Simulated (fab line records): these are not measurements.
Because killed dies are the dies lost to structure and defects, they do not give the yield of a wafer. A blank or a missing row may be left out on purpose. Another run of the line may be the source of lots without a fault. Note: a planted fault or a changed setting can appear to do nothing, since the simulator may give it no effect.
The same fault as seen by 2 desks | flow sky130 | numbers are kept per desk, each desk with only its own; the story behind them comes last

## METROLOGY DESK
What the gauges read for every lot (on any tool): the sampled wafers with a number, averaged. A lot is out of limits, marked OUT, if its mean lies more than 4 standard deviations from the usual mean; the brackets give that distance.
Columns: A = METAL1_ALCU_RS at SKY_METAL1_RS_MEAS_05, usual 0.1266 ohm/sq; B = METAL1_ALCU_THK at SKY_METAL1_THK_MEAS_06, usual 251 nm; C = cdNm at SKY_METAL1_CD_MEAS_15, usual 140.0 nm
lot  | first seen here | A      | B   | C
L418 | day 32 00:58    | 0.1261 | 253 | 139.4
L420 | day 32 15:01    | 0.1268 | 251 | 139.3
L421 | day 33 03:40    | 0.1271 | 249 | 141.7
L425 | day 34 00:56    | 0.1259 | 252 | 136.0
L433 | day 36 12:56    | 0.1252 | 254 | 140.7
L434 | day 37 01:25    | 0.1276 | 252 | 139.1
L437 | day 37 19:57    | 0.1259 | 255 | 138.9
L438 | day 37 22:40    | 0.1297 | 246 | 140.8
L439 | day 38 01:30    | 0.1259 | 254 | 142.4
L440 | day 38 12:37    | 0.1287 | 247 | 139.6
L441 | day 38 21:05    | 0.1273 | 252 | 139.1
This desk found nothing out of limits on any of the 11 lots.

## AT THE TOOL OWNER'S DESK: krfScanner-02
The tool's own readings at SKY_METAL1_EXPOSE_12 (exposes mask MM1, target cd 140 nm): means of the sampled wafers that have a number, for each lot that ran on this tool. A lot is out of limits, marked OUT, if its mean lies more than 4 standard deviations from the usual mean; the brackets give that distance.
Columns: A = reticleTempC at SKY_METAL1_EXPOSE_12, usual 22.98 C
lot  | first seen here | A
L418 | day 32 12:51    | 22.88
L420 | day 33 04:26    | 22.89
L421 | day 33 16:56    | 22.88
L425 | day 34 14:30    | 23.02
L433 | day 37 02:05    | 22.99
L434 | day 37 14:57    | 23.05
This desk found nothing out of limits on any of the 6 lots.

## PUT TOGETHER
Nothing out of limits was seen by the metrology desk.
Nothing out of limits was seen by the tool owner's desk.

## WHAT THE SIMULATOR HAD INSERTED
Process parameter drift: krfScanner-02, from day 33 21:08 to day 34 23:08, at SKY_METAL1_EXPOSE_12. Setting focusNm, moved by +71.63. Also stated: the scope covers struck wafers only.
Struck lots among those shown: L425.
